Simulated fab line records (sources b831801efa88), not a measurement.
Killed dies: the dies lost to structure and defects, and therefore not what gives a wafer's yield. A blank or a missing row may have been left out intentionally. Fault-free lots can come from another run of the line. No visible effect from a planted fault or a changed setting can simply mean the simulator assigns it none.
The tool behind it: which one? | flow sfq_line | Sampling: 7 lots, 21 wafers, 3 of 325 route steps

## WHAT THE GAUGES SHOWED, per wafer
SFQ_JJ_RS_MEAS_929: measures by four-point-probe.
lot  | measured     | on            | JJ_NB_RS (ohm/sq)
L727 | day 58 18:40 | film_metro-03 | 1.063 1.054 1.065
L729 | day 59 08:37 | film_metro-04 | 1.043 1.056 1.060
L731 | day 60 15:50 | film_metro-01 | 1.042 1.049 1.045
L735 | day 62 10:30 | film_metro-03 | 1.055 1.060 1.067
L739 | day 66 15:37 | film_metro-03 | 1.053 1.064 1.066
L742 | day 67 01:13 | film_metro-01 | 0.724 0.728 0.729 0.725 0.729 0.731
L744 | day 67 07:15 | film_metro-01 | 1.059 1.057 1.063

## WHAT TOOL EACH LOT RAN ON (gives the tool, then ch and the chambers of the sampled wafers, and finally the start)
lot  | SFQ_TRILAYER_I4_VIA_STRIP_STRIP_107 | SFQ_TRILAYER_JJ_TRILAYER_DEP_SPUTTER_112
L727 | rie_metal-01 ch 0,1, day 58 16:40   | pvd_sputter-04, day 58 18:34
L729 | rie_metal-01 ch 0, day 59 06:37     | pvd_sputter-03, day 59 08:31
L731 | rie_metal-03 ch 0,1, day 60 13:52   | pvd_sputter-04, day 60 15:46
L735 | rie_metal-01 ch 0,1, day 62 08:29   | pvd_sputter-04, day 62 10:25
L739 | rie_metal-03 ch 0,1, day 66 13:38   | pvd_sputter-04, day 66 15:32
L742 | rie_metal-02 ch 0,1, day 66 23:14   | pvd_sputter-06, day 67 01:08
L744 | rie_metal-02 ch 0,1, day 67 05:26   | pvd_sputter-04, day 67 07:08
- SFQ_TRILAYER_I4_VIA_STRIP_STRIP_107: strips in O2.
- SFQ_TRILAYER_JJ_TRILAYER_DEP_SPUTTER_112: material Nb, target thk 170 nm, time 113.3 s.

## THE ANSWER, worked out from the rows above alone
Rule: the lots themselves supply what counts as usual. The widest of any qualifying gaps counts: lots, ordered by their means at a reading, are off when they make up no more than a third of the lots, leave a main group of 4 or more, and stand apart from it by 3 or more times the standard deviation of that group's means. If all means in a main group match to the digits the tables above print for the reading, that group is not used. A lot without any number at a reading at which 4 lots or more have one is off too. Any other lot the step has rows for is counted as sound.
Off: at SFQ_JJ_RS_MEAS_929 (JJ_NB_RS), L742. For the main group the mean is 1.057 ohm/sq and the standard deviation 0.0058.
If a tool, at a process step before that reading, ran all the lots that are off and no sound lot after the first of them, it fits. The gauges at SFQ_JJ_RS_MEAS_929 are tried like those tools. One fits: SFQ_TRILAYER_JJ_TRILAYER_DEP_SPUTTER_112 on pvd_sputter-06. It ran no sound lot before its first lot that is off in this sample, so the start can't be narrowed down.

## WHAT THE SIMULATOR HAD PUT IN
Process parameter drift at SFQ_TRILAYER_JJ_TRILAYER_DEP_SPUTTER_112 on pvd_sputter-06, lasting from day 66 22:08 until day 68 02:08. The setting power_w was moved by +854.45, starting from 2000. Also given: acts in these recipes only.
Lots struck among those shown: L742. The rule above reached the same finding.
